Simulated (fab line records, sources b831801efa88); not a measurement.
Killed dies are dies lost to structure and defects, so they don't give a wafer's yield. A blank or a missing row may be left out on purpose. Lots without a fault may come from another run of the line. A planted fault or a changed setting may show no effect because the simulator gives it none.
fab line records | flow sky130 | part 2 of 2: steps 43 to 43 of 43
record lots=6 wafers=18 last_day=50
route steps=708 shown VIA3@591 METAL4@598 CAP2M@603 PAD_OPEN@708
lots that met no fault: from a run of the same line without faults
start_h: hours from the record's first day to the start of the lot's first wafer shown | wait_h: hours since the lot's step before | " the same as in the row above | L1.1+2: a row that stands for several wafers | - no value, or no start given | * or withheld: withheld | < > ~ a bound
route shown NAME@n: a module of which the file shows steps, and the number in the route of the first | usual: mean/standard deviation of fault-free wafers | same: alike in all rows | chamber/n: place in a boat | sites: the reading at each site | _std_site: their standard deviation | _edge_site: outer sites' mean less inner sites' | radius_mm: how far each site lies from the wafer's centre | mask NAME#n: copy n | behind: the tool/chamber that last shaped the wafer | hold: why the lot was held/for how many hours/how that ended | device: the transistor (n, p or np) that didn't switch | end of line: the same wafers' tests at the end of the route | a step without rows: its recipe alone | killed: dies lost to structure and defects at the first sort, not the wafer's yield | map: a wafer's dies, x killed, . not, _ none there
set.NAME: the setting as run; set.NAME@STEP: as run at that earlier step | model.NAME: the simulator's own value behind a step, which no gauge read
lots at some steps of the route; a table a step, a row a wafer
services: from which hour (start_h, from the record's first day; less than 0 if before it) a tool's chamber was out of use, for how many hours, and why
## steps
# step SKY_PAD_OPEN_PROBE_99
# usual defect_limited_yield=82.6/2 killed_at_M0_to_M3=43/7.3 killed_at_M4_up=3.1/1.7 killed_at_contacts=24/4.7 killed_at_front_end=15/4.6 killed_at_other=0.3/0.55 killed_dies=86/9.7 killed_open=47/6.7 killed_short=39/6.5
# same gross_dies=492 killed_at_back_side=0
# columns lot.wafer tool chamber start_h wait_h defect_limited_yield[%] killed_at_M0_to_M3 killed_at_M4_up killed_at_contacts killed_at_front_end killed_at_other killed_dies killed_open killed_short model.etest.tester.sort_n_pass model.etest.tester.sort_bin_5_pct model.etest.tester.sort_yield_pct model.etest.cap_mim2.bv_v model.etest.cap_mim2.leak_log10_a_cm2 model.etest.cap_mim2.c_ff_um2 model.etest.tester.sort_bin_8_pct model.etest.tester.sort_bin_4_pct
L167.1 prober-01 - 1089.10 0.1 78.3 60 3 31 13 0 107 62 45 385 13.62 78.25 14.19 -9.043 2.351 0 0
L167.3 prober-01 - 1089.20 0.2 79.9 53 1 22 23 0 99 54 45 393 9.553 79.88 13.66 -8.712 2.374 0 0
L167.6 prober-01 - 1089.35 0.2 80.1 55 4 25 13 1 98 58 40 394 10.37 80.08 14.13 -9.071 2.307 0 0
L169.2 prober-02 - 1100.80 0.1 79.1 53 2 28 20 0 103 59 44 389 10.98 79.06 13.44 -9.062 2.374 0 0
L169.5 prober-02 - 1100.95 0.2 77.4 53 8 25 24 1 111 60 51 381 14.43 77.44 14.4 -9.181 2.321 0 0
L169.6 prober-02 - 1101.00 0.2 84.8 38 2 22 13 0 75 43 32 417 9.959 84.76 14.27 -8.912 2.318 0 0
L175.1 prober-02 - 1137.20 0.1 83.9 44 2 19 13 1 79 40 39 102 71.14 20.73 10.63 -7.652 3.18 2.617e-05 0
L175.3 prober-02 - 1137.30 0.2 83.3 42 3 25 12 0 82 45 37 248 42.89 50.41 10.71 -7.702 3.086 1.032e-06 7.49e-14
L175.4 prober-02 - 1137.35 0.2 85.0 42 3 16 12 1 74 37 37 418 8.537 84.96 14.53 -9.031 2.294 0 0
L177.2 prober-01 - 1145.65 0.1 82.9 42 4 23 15 0 84 41 43 154 61.59 31.3 10.37 -7.493 3.135 1.713e-08 0
L177.4 prober-01 - 1145.75 0.2 81.9 45 6 23 15 0 89 46 43 403 10.98 81.91 14.13 -9.11 2.32 0 0
L177.5 prober-01 - 1145.80 0.2 82.1 42 6 27 13 0 88 39 49 404 10.16 82.11 13.6 -9.025 2.352 0 0
L185.2 prober-01 - 1197.36 0.1 84.8 36 3 24 12 0 75 31 44 417 8.74 84.76 13.18 -8.595 2.4 0 0
L185.4 prober-01 - 1197.46 0.2 81.3 46 0 21 24 1 92 53 39 400 9.756 81.3 13.53 -8.934 2.333 0 0
L185.6 prober-01 - 1197.56 0.2 81.7 29 6 32 23 0 90 48 42 402 10.57 81.71 13.78 -8.897 2.372 0 0
L187.1 prober-02 - 1202.80 0.1 85.2 29 4 27 13 0 73 46 27 419 7.724 85.16 13.8 -8.976 2.418 0 0
L187.2 prober-02 - 1202.85 0.1 80.3 53 0 26 17 1 97 49 48 395 10.77 80.28 13.57 -9.125 2.317 0 0
L187.3 prober-02 - 1202.90 0.2 81.5 51 3 23 14 0 91 47 44 401 10.98 81.5 13.61 -8.803 2.384 0 0
# killed by level:class
L167.1 VIA1:geometric_particle:open=21 VIA2:geometric_particle:open=12 CONTACT:geometric_particle:open=9 LI_CONTACT:geometric_particle:short=8 CONTACT:geometric_particle:short=7 VIA1:geometric_particle:short=7 METAL2:geometric_particle:short=6 METAL1:geometric_particle:short=5
L167.3 FIELD_ISO:geometric_particle:open=10 VIA1:geometric_particle:open=10 VIA2:geometric_particle:open=8 CONTACT:geometric_particle:open=8 METAL1:geometric_particle:short=7 FIELD_ISO:geometric_particle:short=6 METAL2:geometric_particle:short=6 VIA2:geometric_particle:short=6
L167.6 VIA1:geometric_particle:open=16 CONTACT:geometric_particle:open=12 METAL2:geometric_particle:short=8 FIELD_ISO:geometric_particle:open=6 METAL1:geometric_particle:short=6 LI_CONTACT:geometric_particle:short=5 LI_CONTACT:geometric_particle:open=5 METAL2:geometric_particle:open=5
L169.2 LI_CONTACT:geometric_particle:open=11 FIELD_ISO:geometric_particle:open=10 METAL1:geometric_particle:short=10 VIA1:geometric_particle:open=10 VIA2:geometric_particle:open=9 CONTACT:geometric_particle:open=6 CONTACT:geometric_particle:short=5 VIA1:geometric_particle:short=5
L169.5 VIA1:geometric_particle:open=16 CONTACT:geometric_particle:open=9 VIA3:geometric_particle:open=9 FIELD_ISO:geometric_particle:short=7 LI_CONTACT:geometric_particle:open=7 VIA2:geometric_particle:open=7 METAL1:geometric_particle:short=7 METAL4:geometric_particle:short=7
L169.6 VIA1:geometric_particle:open=12 VIA2:geometric_particle:open=8 CONTACT:geometric_particle:open=7 POLY_GATE:geometric_particle:short=6 LI_CONTACT:geometric_particle:open=6 VIA1:geometric_particle:short=5 VIA3:geometric_particle:open=4 LI_CONTACT:geometric_particle:short=3
L175.1 METAL2:geometric_particle:short=10 LI_CONTACT:geometric_particle:open=7 VIA1:geometric_particle:open=7 CONTACT:geometric_particle:open=6 METAL1:geometric_particle:short=6 VIA1:geometric_particle:short=6 POLY_GATE:geometric_particle:open=5 VIA3:geometric_particle:open=5
L175.3 CONTACT:geometric_particle:open=8 VIA1:geometric_particle:open=8 LI_CONTACT:geometric_particle:open=6 METAL2:geometric_particle:short=6 VIA2:geometric_particle:open=6 FIELD_ISO:geometric_particle:short=5 VIA3:geometric_particle:open=5 METAL3:geometric_particle:short=5
L175.4 VIA1:geometric_particle:open=7 FIELD_ISO:geometric_particle:short=6 METAL1:geometric_particle:short=6 VIA3:geometric_particle:open=5 CONTACT:geometric_particle:open=5 VIA1:geometric_particle:short=5 VIA2:geometric_particle:open=5 LI_CONTACT:geometric_particle:open=4
L177.2 LOCAL_INTERCONNECT:geometric_particle:short=9 VIA1:geometric_particle:open=9 VIA2:geometric_particle:open=6 VIA1:geometric_particle:short=5 METAL2:geometric_particle:short=5 LI_CONTACT:geometric_particle:open=5 VIA3:geometric_particle:open=5 METAL3:geometric_particle:short=5
L177.4 VIA1:geometric_particle:open=10 LI_CONTACT:geometric_particle:open=8 METAL1:geometric_particle:short=8 POLY_GATE:geometric_particle:open=7 VIA3:geometric_particle:open=6 CONTACT:geometric_particle:open=5 VIA1:geometric_particle:short=5 LOCAL_INTERCONNECT:geometric_particle:short=4
L177.5 VIA1:geometric_particle:open=13 METAL1:geometric_particle:short=8 CONTACT:geometric_particle:short=7 FIELD_ISO:geometric_particle:short=6 LI_CONTACT:geometric_particle:open=6 LOCAL_INTERCONNECT:geometric_particle:short=6 POLY_GATE:geometric_particle:short=5 CONTACT:geometric_particle:open=5
L185.2 LOCAL_INTERCONNECT:geometric_particle:short=12 VIA1:geometric_particle:open=9 VIA1:geometric_particle:short=6 CONTACT:geometric_particle:open=5 VIA2:geometric_particle:open=4 METAL1:geometric_particle:short=4 VIA3:geometric_particle:open=4 POLY_GATE:geometric_particle:open=3
L185.4 VIA1:geometric_particle:open=12 LI_CONTACT:geometric_particle:open=9 VIA2:geometric_particle:open=8 POLY_GATE:geometric_particle:short=7 METAL2:geometric_particle:short=6 CONTACT:geometric_particle:open=5 VIA3:geometric_particle:open=5 FIELD_ISO:geometric_particle:short=4
L185.6 CONTACT:geometric_particle:open=10 VIA1:geometric_particle:open=8 FIELD_ISO:geometric_particle:open=7 LI_CONTACT:geometric_particle:open=7 LOCAL_INTERCONNECT:geometric_particle:short=7 FIELD_ISO:geometric_particle:short=5 CONTACT:geometric_particle:short=5 POLY_GATE:geometric_particle:open=4
L187.1 CONTACT:geometric_particle:open=14 VIA2:geometric_particle:open=9 LI_CONTACT:geometric_particle:open=5 VIA1:geometric_particle:open=5 FIELD_ISO:geometric_particle:short=4 METAL1:geometric_particle:open=4 METAL4:geometric_particle:short=4 FIELD_ISO:geometric_particle:open=3
L187.2 METAL2:geometric_particle:short=11 CONTACT:geometric_particle:open=9 VIA1:geometric_particle:open=9 VIA2:geometric_particle:open=8 VIA3:geometric_particle:open=8 SPACER:geometric_particle:short=6 LI_CONTACT:geometric_particle:open=6 POLY_GATE:geometric_particle:open=5
L187.3 VIA1:geometric_particle:open=14 CONTACT:geometric_particle:open=9 METAL2:geometric_particle:short=8 FIELD_ISO:geometric_particle:open=7 METAL1:geometric_particle:short=7 VIA2:geometric_particle:open=7 LI_CONTACT:geometric_particle:short=5 LI_CONTACT:geometric_particle:open=5
## services
# columns tool chamber start_h hours kind
pvd_sputter-03 - 935.06 1.5 repair
rie_diel-01 1 935.15 2.9 repair
pecvd-01 - 939.42 1.4 repair
cvd_w-01 - 944.12 14.6 pm
rie_diel-03 1 958.29 3.3 repair
pvd_sputter-02 - 963.30 0.5 repair
rie_diel-01 1 968.29 5.3 repair
pvd_sputter-02 - 973.16 1.4 repair
pecvd-01 - 983.58 0.7 repair
rie_diel-01 3 987.81 6.3 repair
rie_diel-03 - 988.49 0.9 repair
rie_diel-01 0 991.02 4.8 repair
rie_diel-01 1 992.28 9.9 repair
rie_diel-01 2 992.90 16.6 repair
rie_metal-04 - 997.74 2.6 repair
cvd_w-01 - 1009.78 0.9 repair
rie_diel-03 1 1018.64 4.1 repair
pvd_sputter-04 - 1020.55 11.3 repair
rie_diel-03 - 1029.07 0.3 repair
rie_diel-01 - 1059.05 0.9 repair
pecvd-03 0 1061.04 20.8 repair
cvd_w-02 - 1078.94 6.0 pm
pvd_sputter-03 - 1096.05 2.5 repair
pvd_sputter-01 - 1105.23 4.9 repair
## key
first_sign step=SKY_CAP2M_THK_MEAS_01 reading=visit direction=added
effect step=SKY_CAP2M_THK_MEAS_01 reading=CAP2M_CVD_00_THK direction=down sigmas=19 usual=15.53 struck=11.59
effect step=SKY_METAL4_ETCH_17 reading=oes_product_au direction=down sigmas=14 usual=0.755 struck=0.657
model_effect step=SKY_CAP2M_CVD_00 value=SiO2_of_CAP2M_CVD_00.thk_nm without=15.43 struck=11.59
model_effect step=SKY_METAL4_ETCH_17 value=etch.depth_nm without=15.43 struck=11.59
model_effect step=SKY_PAD_OPEN_PROBE_99 value=etest.tester.sort_n_pass without=410 struck=168
met_at SKY_CAP2M_CVD_00
struck_wafers L175.1,L175.3,L177.2
onset_between 958.45 1009.43
fault kind=process_parameter_drift tool=pecvd-01 chamber=- onset_h=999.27 steps=SKY_CAP2M_CVD_00 channel=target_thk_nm offset=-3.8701 shape=step end_h=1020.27 scope=struck_wafers_only acts_in=these_recipes_only stated=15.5
